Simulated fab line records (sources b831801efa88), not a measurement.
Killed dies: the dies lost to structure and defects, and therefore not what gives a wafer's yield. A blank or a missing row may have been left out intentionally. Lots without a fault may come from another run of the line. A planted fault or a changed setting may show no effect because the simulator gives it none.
Which tool did it? | flow sky130 | 12 lots, 36 wafers sampled, at 2 steps of a route of 708

## WHAT THE GAUGES READ, wafer by wafer
SKY_POLY_GATE_OVL_MEAS_14.
lot  | measured     | on         | POLY_GATE_OVL (nm)
L614 | day 16 10:52 | overlay-02 | -3 -7 -5
L618 | day 18 00:31 | overlay-02 | -5 4 3
L619 | day 18 07:25 | overlay-02 | -5 -5 3
L621 | day 19 07:03 | overlay-01 | 4 9 -4
L627 | day 22 06:55 | overlay-02 | 10 7 15
L626 | day 22 08:02 | overlay-01 | 4 -1 9
L628 | day 22 14:19 | overlay-01 | 5 6 4
L629 | day 23 00:07 | overlay-01 | 3 10 8
L630 | day 23 04:10 | overlay-01 | 5 9 -3
L632 | day 23 14:41 | overlay-02 | 8 0 3
L635 | day 24 11:45 | overlay-01 | -9 -2 -6
L636 | day 24 17:58 | overlay-02 | -3 2 7

SKY_POLY_GATE_THK_MEAS_21.
lot  | measured     | on            | POLY_GATE_OXIDATION_THK (nm)
L614 | day 16 12:34 | film metro-04 | 4.16 4.16 4.16
L618 | day 18 02:32 | film metro-01 | 3.96 4.03 3.88
L619 | day 18 09:13 | film metro-02 | 3.95 3.97 3.86
L621 | day 19 09:35 | film metro-02 | 3.94 4.05 3.93
L627 | day 22 08:36 | film metro-04 | 3.97 4.04 4.09
L626 | day 22 09:43 | film metro-02 | 4.11 4.09 4.14
L628 | day 22 15:59 | film metro-01 | 4.02 3.99 4.07
L629 | day 23 01:47 | film metro-04 | 3.97 4.01 4.06
L630 | day 23 05:50 | film metro-02 | 3.98 4.00 4.03
L632 | day 23 16:22 | film metro-01 | 4.10 4.10 4.19
L635 | day 24 13:25 | film metro-02 | 4.04 4.08 4.06
L636 | day 24 19:39 | film metro-04 | 4.03 4.13 4.03

## EACH LOT AND THE TOOL THAT RAN IT (in order: tool; ch and the chambers of the sampled wafers; start)
There is no process step in the record ahead of these readings.

## AS READ BY THE TOOLS THEMSELVES (means over the sampled wafers that have a number; for cases with no such wafer, the mark the record gives instead)
The record holds no such reading with a usual standard deviation.

## THE ANSWER, worked out from the rows above alone
Rule: the lots themselves supply what counts as usual. Put in order of their means at a reading, lots are off if they are a third of the lots or fewer, leave a main group of 4 or more, and stand apart from it by a gap of 3 or more times the standard deviation of the main group's means; of several such gaps the widest counts. A main group whose means are all the same, to the digits that the tables above print for the reading, isn't used. A lot without any number at a reading at which 4 lots or more have one is off too. The other lots that the step has rows for count as sound. First the gauges in route order, then the tools' own readings, where a lot's mean is used as printed above. The first step at which some lot is off is used, and at that step the reading that is off furthest; a lot without a number counts as furthest.
None of the lots is off at any reading shown; this tells nothing.

## WHAT THE SIMULATOR HAD PUT IN
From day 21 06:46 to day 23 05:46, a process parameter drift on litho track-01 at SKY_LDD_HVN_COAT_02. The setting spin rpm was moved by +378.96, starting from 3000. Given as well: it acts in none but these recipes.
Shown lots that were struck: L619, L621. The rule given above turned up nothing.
